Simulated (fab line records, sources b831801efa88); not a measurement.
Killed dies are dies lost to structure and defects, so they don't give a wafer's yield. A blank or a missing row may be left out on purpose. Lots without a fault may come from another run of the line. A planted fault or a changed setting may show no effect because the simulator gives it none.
A struck lot beside a sound one | flow sky130 | 30 steps out of a route of 708
Sound: wafers L781.1, L781.2, L781.4. Struck: wafers L788.2, L788.3, L788.4. The cause comes at the end.
At each step with rows: each side's tool, then ch and its chambers, then its first start. Under that, the readings that differ: sound wafers | struck wafers | difference of the means | sigmas: that difference in standard deviations of wafers without a fault.
alike: readings whose means differ by less than 2 such deviations, and words and numbers that are the same on both sides. not compared: withheld readings, readings that some wafer has no value for, bounds like >300 that may hide the same value, and numbers for which the record gives no deviation and whose values overlap.
The two part at a step that has a row with sigmas, a row that says differs or no value, or rows on one side only. Numbers that don't overlap but have no deviation are shown without sigmas and don't part them. A reading that every wafer of one side lacks parts them only if that side has two wafers or more.

first, 5 steps without rows for these wafers: SKY_SONOS_ONO_COAT_08 (resist thk 1140 nm); SKY_SONOS_ONO_SOFTBAKE_09 (time 60 s); SKY_SONOS_ONO_EXPOSE_10 (exposes mask ONOM, target cd 410 nm); SKY_SONOS_ONO_PEB_11; SKY_SONOS_ONO_DEVELOP_12 (develop time 60 s).
SKY_SONOS_ONO_CD_MEAS_13: target cd 410 nm.
  sound on cd_sem-02, day 13 15:40; struck on cd_sem-02, day 16 08:41
  alike: cd_nm
SKY_SONOS_ONO_OVL_MEAS_14:
  sound on overlay-01, day 13 15:47; struck on overlay-01, day 16 08:47
  alike: SONOS_ONO_OVL
SKY_SONOS_ONO_ETCH_15: etches the open film in CHF3/O2, target depth 19.52 nm, time 7.8 s.
  sound on rie_diel-04 ch 0,1,2, day 13 15:49; struck on rie_diel-01 ch 0,2,3, day 16 08:49
  alike: chf3_flow_sccm, drypump_motor_current_A, oes_product_au, throttle_valve_pct
  not compared: rf_hours_counter_h
then, 1 step without rows for these wafers: SKY_SONOS_ONO_WET_ETCH_16 (etches SiO2 in dHF, target depth 14 nm, time 280 s).
SKY_SONOS_ONO_STRIP_17: strips in O2/N2.
  sound on plasma_asher-04 ch 0,1, day 13 15:56; struck on plasma_asher-03 ch 0,1, day 16 08:55
  reading                     | sound       | struck      | difference | sigmas
  drypump_motor_current_A (A) | 6.1 6.7 6.7 | 5.1 5.1 5.5 | -1.3       | -2
  alike: oes_product_au, strip_time_to_endpoint_s
  not compared: rf_hours_counter_h
then, 2 steps without rows for these wafers: SKY_SONOS_ONO_WET_ETCH_18 (etches Si3N4 in H3PO4, target depth 15 nm, time 172 s); SKY_GATE_OXIDE_CLEAN_00 (cleans in SC1/SC2, time 150 s).
SKY_GATE_OXIDE_OXIDATION_01: stabilise 600 s, purge 300 s, target thk 10.268 nm.
  sound on furnace-02 ch 0, day 13 17:07; struck on furnace-02 ch 0, day 16 09:20
  reading                                           | sound                | struck               | difference | sigmas
  spike_tc_bottom_C (C)                             | 920.3 916.4 918.5    | 912.2 912.7 911.5    | -6.3       | -3
  spike_tc_centre_C (C)                             | 898.3 898.8 897.3    | 892.4 890.4 892.2    | -6.5       | -4
  spike_tc_lower_C (C)                              | 900.0 897.9 899.1    | 893.9 894.0 893.4    | -5.2       | -4
  spike_tc_upper_C (C)                              | 898.8 901.3 901.6    | 895.2 895.5 894.0    | -5.7       | -4
  tube_center_temp_C (C)                            | 899.93 900.02 900.04 | 893.72 893.93 893.74 | -6.20      | -69
  tube_center_temp_C_max                            | 902.7 902.5 901.7    | 896.1 896.6 896.4    | -5.9       | -16
  model.SiO2_of_GATE_OXIDE_OXIDATION_01.thk_nm (nm) | 10.35 10.52 10.5     | 9.797 9.734 9.717    | -0.707     |
  alike: spike_tc_top_C
SKY_GATE_OXIDE_THK_MEAS_02:
  sound on film_metro-04, day 13 18:31; struck on film_metro-04, day 16 10:46
  reading                          | sound             | struck         | difference | sigmas
  GATE_OXIDE_OXIDATION_00_THK (nm) | 10.35 10.48 10.52 | 9.79 9.70 9.68 | -0.73      | -3
then, 7 steps without rows for these wafers: SKY_GATE_OXIDE_DEHYDRATE_03 (time 60 s); SKY_GATE_OXIDE_HMDS_04 (prime time 60 s); SKY_GATE_OXIDE_COAT_05 (resist thk 1140 nm); SKY_GATE_OXIDE_SOFTBAKE_06 (time 60 s); SKY_GATE_OXIDE_EXPOSE_07 (exposes mask LVOM, target cd 600 nm); SKY_GATE_OXIDE_PEB_08; SKY_GATE_OXIDE_DEVELOP_09 (develop time 60 s).
SKY_GATE_OXIDE_OVL_MEAS_10:
  sound on overlay-02, day 14 20:29; struck on overlay-02, day 17 16:40
  alike: GATE_OXIDE_OVL
then, 2 steps without rows for these wafers: SKY_GATE_OXIDE_IMPLANT_11; SKY_GATE_OXIDE_WET_ETCH_12 (etches SiO2 in dHF, target depth 16.8 nm, time 336 s).
SKY_GATE_OXIDE_STRIP_13: strips in O2/N2.
  sound on plasma_asher-04 ch 0,1, day 14 20:46; struck on plasma_asher-03 ch 0,1, day 17 16:57
  alike: drypump_motor_current_A, oes_product_au, strip_time_to_endpoint_s
  not compared: rf_hours_counter_h
SKY_GATE_OXIDE_TW_MEAS_14:
  sound on film_metro-04, day 14 20:52; struck on film_metro-03, day 17 17:04
  reading       | sound             | struck            | difference | sigmas
  GATE_OXIDE_TW | 223.3 223.2 222.4 | 218.1 219.0 218.3 | -4.5       | -2
then, 1 step without rows for these wafers: SKY_GATE_OXIDE_CLEAN_15 (cleans in SC1/SC2, time 150 s).
SKY_GATE_OXIDE_OXIDATION_16: stabilise 600 s, purge 300 s, target thk 3.57 nm.
  sound on furnace-02 ch 0, day 15 01:18; struck on furnace-02 ch 0, day 17 19:12
  reading                                           | sound             | struck            | difference | sigmas
  model.SiO2_of_GATE_OXIDE_OXIDATION_01.thk_nm (nm) | 11.76 11.88 11.88 | 11.18 11.17 11.11 | -0.69      |
  alike: spike_tc_bottom_C, spike_tc_centre_C, spike_tc_lower_C, spike_tc_top_C, spike_tc_upper_C, tube_center_temp_C, tube_center_temp_C_max
then, 1 step without rows for these wafers: SKY_POLY_GATE_CVD_00 (deposits poly-Si, target thk 180 nm, time 720 s).
-- the record jumps here: 31 days lie between the struck wafers' starts before and after (it left off in module POLY_GATE and takes up again in module PAD_OPEN, whose first step shown is number 708 of the route) --
SKY_PAD_OPEN_PROBE_99:
  sound on prober-01, day 46 18:50; struck on prober-02, day 48 14:40
  reading                                | sound                         | struck                        | difference | sigmas
  model.etest.nfet_16v.r_on_ohm_um       | 1.406e+04 1.408e+04 1.428e+04 | 1.384e+04 1.386e+04 1.383e+04 | -2.967e+02 |
  model.etest.tip_sonos.rs_ohm_sq        | 2715 2676 2685                | 2533 2548 2496                | -166       |
  model.etest.pfet_g5v0d10v5.r_on_ohm_um | 4833 4830 4818                | 4694 4749 4701                | -112       |
  model.etest.nfet_g5v0d10v5.r_on_ohm_um | 1919 1895 1913                | 1836 1850 1841                | -67        |
  model.etest.nfet_g5v0d10v5.drive_ua_um | 599.2 592.3 592.8             | 627.1 629.2 640               | +37.3      |
  model.etest.nfet_05v0_nvt.drive_ua_um  | 568.8 567.8 566.7             | 593.5 595.7 600.6             | +28.8      |
  model.etest.pfet_g5v0d10v5.drive_ua_um | 333.6 336.3 333.5             | 348.2 348.2 348               | +13.7      |
  model.etest.nfet_16v.drive_ua_um       | 220.3 216.5 215.6             | 231.6 232.8 232.7             | +14.9      |
  alike: killed_at_M0_to_M3, killed_at_M4_up, killed_at_contacts, killed_at_front_end, killed_at_other, killed_dies, killed_open, killed_short

WHERE THEY PART
First at SKY_SONOS_ONO_STRIP_17; last, within this record, at SKY_GATE_OXIDE_TW_MEAS_14. Later steps at which nothing parts them and some readings are alike: SKY_GATE_OXIDE_OXIDATION_16, SKY_PAD_OPEN_PROBE_99.

WHY: what the simulator had put in
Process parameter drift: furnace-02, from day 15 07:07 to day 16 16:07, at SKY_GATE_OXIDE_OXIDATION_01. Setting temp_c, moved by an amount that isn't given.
